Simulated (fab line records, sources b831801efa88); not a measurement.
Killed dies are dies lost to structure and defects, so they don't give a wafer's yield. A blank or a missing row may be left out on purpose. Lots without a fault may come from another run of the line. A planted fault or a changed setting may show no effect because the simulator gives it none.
A struck lot beside a sound one | flow sky130 | 42 steps out of a route of 708
Sound: wafers L576.1, L576.3, L576.5. Struck: wafers L593.1, L593.2, L593.4. The cause comes at the end.
At each step with rows: each side's tool, then ch and its chambers, then its first start. Under that, the readings that differ: sound wafers | struck wafers | difference of the means | sigmas: that difference in standard deviations of wafers without a fault.
alike: readings whose means differ by less than 2 such deviations, and words and numbers that are the same on both sides. not compared: withheld readings, readings that some wafer has no value for, bounds like >300 that may hide the same value, and numbers for which the record gives no deviation and whose values overlap.
The two part at a step that has a row with sigmas, a row that says differs or no value, or rows on one side only. Numbers that don't overlap but have no deviation are shown without sigmas and don't part them. A reading that every wafer of one side lacks parts them only if that side has two wafers or more.

first, 5 steps without rows for these wafers: SKY_GATE_OXIDE_COAT_05 (resist thk 1140 nm); SKY_GATE_OXIDE_SOFTBAKE_06 (time 60 s); SKY_GATE_OXIDE_EXPOSE_07 (exposes mask LVOM, target cd 600 nm); SKY_GATE_OXIDE_PEB_08; SKY_GATE_OXIDE_DEVELOP_09 (develop time 60 s).
SKY_GATE_OXIDE_OVL_MEAS_10:
  sound on overlay-02, day 13 21:36; struck on overlay-01, day 19 22:52
  alike: GATE_OXIDE_OVL
then, 2 steps without rows for these wafers: SKY_GATE_OXIDE_IMPLANT_11; SKY_GATE_OXIDE_WET_ETCH_12 (etches SiO2 in dHF, target depth 16.8 nm, time 336 s).
SKY_GATE_OXIDE_STRIP_13: strips in O2/N2.
  sound on plasma_asher-03 ch 0, day 13 21:53; struck on plasma_asher-04 ch 0,1, day 19 23:10
  alike: drypump_motor_current_A, oes_product_au, strip_time_to_endpoint_s
  not compared: rf_hours_counter_h
SKY_GATE_OXIDE_TW_MEAS_14:
  sound on film_metro-01, day 13 21:59; struck on film_metro-02, day 19 23:16
  alike: GATE_OXIDE_TW
then, 2 steps without rows for these wafers: SKY_GATE_OXIDE_CLEAN_15 (cleans in SC1/SC2, time 150 s); SKY_GATE_OXIDE_OXIDATION_16 (stabilise 600 s, purge 300 s, target thk 3.57 nm).
SKY_POLY_GATE_CVD_00: deposits poly-Si, target thk 180 nm, time 720 s.
  sound on lpcvd-01 ch 0, day 13 23:38; struck on lpcvd-01 ch 1, day 20 00:54
  reading                                       | sound             | struck            | difference | sigmas
  model.poly-Si_of_POLY_GATE_CVD_00.thk_nm (nm) | 182.6 181.3 181.1 | 98.29 98.12 98.52 | -83.36     |
  alike: spike_tc_centre_C
SKY_POLY_GATE_THK_MEAS_01:
  sound on film_metro-02, day 14 00:50; struck on film_metro-01, day 20 02:06
  reading                   | sound             | struck         | difference | sigmas
  POLY_GATE_CVD_00_THK (nm) | 182.5 181.3 181.0 | 98.2 98.1 98.5 | -83.3      | -49
then, 8 steps without rows for these wafers: SKY_RES_PROTECT_DEHYDRATE_00 (time 60 s); SKY_RES_PROTECT_HMDS_01 (prime time 60 s); SKY_RES_PROTECT_COAT_02 (resist thk 1140 nm); SKY_RES_PROTECT_SOFTBAKE_03 (time 60 s); SKY_RES_PROTECT_EXPOSE_04 (exposes mask RPM, target cd 1270 nm); SKY_RES_PROTECT_PEB_05; SKY_RES_PROTECT_DEVELOP_06 (develop time 60 s); SKY_POLY_GATE_IMPLANT_02.
SKY_RES_PROTECT_STRIP_07: strips in O2/N2.
  sound on plasma_asher-03 ch 0,1, day 15 03:13; struck on plasma_asher-02 ch 0,1, day 21 09:09
  reading                      | sound             | struck            | difference | sigmas
  strip_time_to_endpoint_s (s) | 23.24 23.25 23.26 | 23.36 23.37 23.32 | +0.10      | +3
  alike: drypump_motor_current_A, oes_product_au
  not compared: rf_hours_counter_h
SKY_RES_PROTECT_TW_MEAS_08:
  sound on film_metro-03, day 15 03:19; struck on film_metro-04, day 21 09:15
  reading      | sound          | struck         | difference | sigmas
  POLY_GATE_TW | 4041 4047 4058 | 4013 4010 3995 | -43        | -2
SKY_RES_PROTECT_CLEAN_09: cleans in SC1/SC2, time 150 s.
  sound on wet_bench-01 ch 3, day 15 03:23; struck on wet_bench-03 ch 1, day 21 09:19
  reading                                       | sound             | struck            | difference | sigmas
  model.poly-Si_of_POLY_GATE_CVD_00.thk_nm (nm) | 181.9 180.7 180.5 | 97.65 97.49 97.89 | -83.36     |
then, 1 step without rows for these wafers: SKY_POLY_GATE_CVD_03 (deposits Si3N4 from DCS/NH3, target thk 75 nm, time 1290 s).
SKY_POLY_GATE_THK_MEAS_04:
  sound on film_metro-01, day 15 05:23; struck on film_metro-01, day 21 10:43
  alike: POLY_GATE_CVD_03_THK
then, 8 steps without rows for these wafers: SKY_POLY_GATE_DEHYDRATE_05 (time 60 s); SKY_POLY_GATE_HMDS_06 (prime time 60 s); SKY_POLY_GATE_COAT_07 (resist thk 110 nm); SKY_POLY_GATE_COAT_08 (resist thk 450 nm); SKY_POLY_GATE_SOFTBAKE_09 (time 90 s); SKY_POLY_GATE_EXPOSE_10 (exposes mask P1M, target cd 150 nm); SKY_POLY_GATE_PEB_11; SKY_POLY_GATE_DEVELOP_12 (develop time 60 s).
SKY_POLY_GATE_CD_MEAS_13: target cd 150 nm.
  sound on cd_sem-01, day 16 08:23; struck on cd_sem-02, day 22 17:06
  alike: cd_nm
SKY_POLY_GATE_OVL_MEAS_14:
  sound on overlay-01, day 16 08:31; struck on overlay-02, day 22 17:13
  alike: POLY_GATE_OVL
SKY_POLY_GATE_ETCH_15: etches BARC in N2/H2, stops on SiO2, time 118.5 s, target depth 110 nm.
  sound on rie_diel-02 ch 1,2, day 16 08:33; struck on rie_diel-01 ch 0,2,3, day 22 17:15
  alike: drypump_motor_current_A, oes_product_au, throttle_valve_pct
  not compared: rf_hours_counter_h
SKY_POLY_GATE_ETCH_16: etches Si3N4 in CH3F/O2, stops on poly-Si, time 147.5 s, target depth 75 nm.
  sound on rie_diel-02 ch 1,2, day 16 08:38; struck on rie_diel-01 ch 0,2,3, day 22 17:20
  alike: drypump_motor_current_A, oes_product_au, throttle_valve_pct
  not compared: rf_hours_counter_h
SKY_POLY_GATE_ETCH_17: etches poly-Si in HBr/Cl2, stops on SiO2, target depth 180 nm, time 70.5 s.
  sound on rie_si-01 ch 1,2, day 16 08:44; struck on rie_si-01 ch 0,1,2, day 22 17:26
  reading                               | sound             | struck            | difference | sigmas
  oes_product_au (a.u.)                 | 0.987 0.984 0.992 | 0.674 0.666 0.661 | -0.321     | -44
  model.POLY_GATE.feature_depth_nm (nm) | 180.3 175.8 180.5 | 97.65 97.49 97.89 | -81.19     |
  model.etch.depth_nm (nm)              | 180.3 175.8 180.5 | 97.65 97.49 97.89 | -81.19     |
  alike: drypump_motor_current_A, throttle_valve_pct
  not compared: rf_hours_counter_h
SKY_POLY_GATE_STRIP_18: strips in O2/N2.
  sound on plasma_asher-01 ch 0,1, day 16 08:47; struck on plasma_asher-01 ch 0,1, day 22 17:29
  alike: drypump_motor_current_A, oes_product_au, strip_time_to_endpoint_s
  not compared: rf_hours_counter_h
SKY_PAD_OPEN_PROBE_99:
  the record has rows for the sound wafers here (prober-02, day 45 13:37) and none for the struck ones

WHERE THEY PART
First at SKY_POLY_GATE_THK_MEAS_01; last, within this record, at SKY_PAD_OPEN_PROBE_99.

WHY: what the simulator had put in
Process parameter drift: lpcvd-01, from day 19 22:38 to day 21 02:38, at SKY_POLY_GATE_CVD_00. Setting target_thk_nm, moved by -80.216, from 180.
